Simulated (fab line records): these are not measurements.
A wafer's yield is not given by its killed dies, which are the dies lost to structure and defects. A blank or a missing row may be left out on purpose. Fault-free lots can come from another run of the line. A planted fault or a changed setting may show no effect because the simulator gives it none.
Comparing a struck lot with a sound one / flow sky130 / 15 steps out of a route of 708
Sound: the wafers L286.1, L286.2, L286.5. Wafers struck: L296.3, L296.4, L296.5. Last of all comes the cause.
Order at every step that has rows: each side's tool, ch and its chambers, its first start. Under that, the readings that differ: sound wafers / struck wafers / difference of the means / sigmas: that difference in standard deviations of wafers without a fault.
alike: same words and numbers on both sides, and readings whose means sit less than 2 such deviations apart. not compared: any withheld reading, any reading some wafer has no value for, any bound like >300 that may hide the same value, and any number with overlapping values for which the record gives no deviation.
Wherever a step has rows on one side only, a row that says differs or no value, or a row with sigmas, the two part there. When numbers do not overlap yet have no deviation, they are printed without sigmas and do not part them. A reading that every wafer of one side lacks parts them only if that side has two wafers or more.

first, 7 steps without rows for these wafers: SKY_LDD_N_DEHYDRATE_00 (time 60 s); SKY_LDD_N_HMDS_01 (prime time 60 s); SKY_LDD_N_COAT_02 (resist thk 300 nm); SKY_LDD_N_SOFTBAKE_03 (time 60 s); SKY_LDD_N_EXPOSE_04 (exposes mask NTM, target cd 840 nm); SKY_LDD_N_PEB_05; SKY_LDD_N_DEVELOP_06 (develop time 60 s).
SKY_LDD_N_OVL_MEAS_07:
  struck on overlay-01, day 23 00:00; sound on overlay-02, day 19 04:08
reading=LDD_N_OVL (nm); sound=4.8 4.2 3.9; struck=-0.2 0.8 0.5; difference=-3.9; sigmas=-3
then, 4 steps without rows for these wafers: SKY_LDD_N_IMPLANT_08; SKY_LDD_N_IMPLANT_09; SKY_LDD_N_IMPLANT_10; SKY_LDD_N_IMPLANT_11.
SKY_LDD_N_IMPLANT_12:
  sound on implanter-04 ch 0, day 19 04:46; struck on implanter-03 ch 0, day 23 02:54
reading=beam energy keV; sound=50.004 49.997 49.987; struck=31.366 31.356 31.351; difference=-18.638; sigmas=-99 or more
reading=model.implant.rp nm (nm); sound=31.34 31.34 31.34; struck=22.04 22.04 22.04; difference=-9.30; sigmas=
reading=model.implant.drp nm (nm); sound=18.83 18.83 18.83; struck=13.53 13.53 13.53; difference=-5.30; sigmas=
  alike: beam on s
following that, these wafers have no rows for 1 step: SKY_LDD_N_IMPLANT_13.
-- record jumps: 26 days separate the struck wafers' starts on either side; left off in module LDD_N, taken up again in module PAD_OPEN, whose first shown step is the route's number 708 --
SKY_PAD_OPEN_PROBE_99:
  struck on prober-02, day 49 06:04; sound on prober-02, day 46 16:09
reading=killed short; sound=57 44 38; struck=44 21 36; difference=-13; sigmas=-2
reading=model.etest.nfet_01v8_lvt.vt sat v (V); sound=0.5272 0.5303 0.5474; struck=0.4938 0.5084 0.4951; difference=-0.0359; sigmas=
reading=model.etest.sram nfet pass.vt sat v (V); sound=0.5716 0.5824 0.5855; struck=0.5242 0.5274 0.5056; difference=-0.0608; sigmas=
reading=model.etest.nfet_01v8.vt sat v (V); sound=0.648 0.6513 0.6596; struck=0.6128 0.6271 0.6155; difference=-0.0345; sigmas=
reading=model.etest.nfet_01v8_lvt.vt v (V); sound=0.6096 0.6072 0.6227; struck=0.5907 0.5969 0.5865; difference=-0.0218; sigmas=
reading=model.etest.nfet_01v8.vt v (V); sound=0.7037 0.7056 0.7113; struck=0.6815 0.6868 0.6775; difference=-0.0249; sigmas=
reading=model.etest.nfet_01v8_swapped.vt v (V); sound=0.7039 0.7054 0.7118; struck=0.6826 0.6876 0.6781; difference=-0.0243; sigmas=
  alike: killed_at_M0_to_M3, killed_at_M4_up, killed at contacts, killed at front end, killed at other, killed dies, killed open

WHERE THEY PART
Last at SKY_PAD_OPEN_PROBE_99 as far as this record goes, first at SKY_LDD_N_OVL_MEAS_07.

WHY: what had been put in by the simulator
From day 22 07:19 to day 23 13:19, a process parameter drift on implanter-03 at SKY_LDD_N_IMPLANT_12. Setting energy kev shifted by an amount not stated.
